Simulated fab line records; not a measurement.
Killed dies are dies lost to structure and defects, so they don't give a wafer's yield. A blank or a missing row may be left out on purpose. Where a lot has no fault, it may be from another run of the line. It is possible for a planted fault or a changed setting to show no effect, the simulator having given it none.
Matching of chambers -- flow sky130 -- SKY_VIA2_CMP_02 on cmp-02: 4 sister chambers
The step polishes SiO2. 4 wafers are shown with their chamber, then 10 later ones without.

WAFERS PAIRED WITH THEIR CHAMBERS
wafer,chamber,motor current A (A)
L735.2,2,14.4
L739.6,0,12.3
L744.1,1,11.9
L744.5,3,12.0

WAFERS WHOSE CHAMBER IS MISSING
wafer,motor current A (A)
L744.6,13.2
L745.3,14.0
L745.4,12.6
L745.5,13.0
L746.2,12.5
L746.3,11.7
L746.4,12.3
L747.1,12.4
L747.3,11.9
L747.5,12.4

EACH ONE'S CHAMBER
wafer,from the rows above,in truth
L744.6,can't be placed: 0 or 3 or 2 or 1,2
L745.3,2,2
L745.4,can't be placed: 0 or 3 or 1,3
L745.5,can't be placed: 0 or 3 or 1 or 2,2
L746.2,can't be placed: 0 or 3 or 1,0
L746.3,can't be placed: 1 or 3 or 0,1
L746.4,can't be placed: 0 or 3 or 1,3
L747.1,can't be placed: 0 or 3 or 1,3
L747.3,can't be placed: 1 or 3 or 0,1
L747.5,can't be placed: 0 or 3 or 1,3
Correct placement for 1 of the 10. Not placeable from these rows: 9 (in 9, the candidates include the true chamber). 0 placed wrongly.
How it was worked out, from the rows above alone: a wafer's distance from a chamber is the root of the sum, over the readings, of the square of ((its reading less the chamber's mean) divided by the reading's scatter). The wafer belongs to the nearest chamber; if the next one is less than 2 further off, it can't be placed. Each chamber's mean is taken over the wafers shown for it. The scatter (one wafer shown for each chamber): square how far every hidden wafer sits from the nearest shown wafer, average those squares and take the square root.
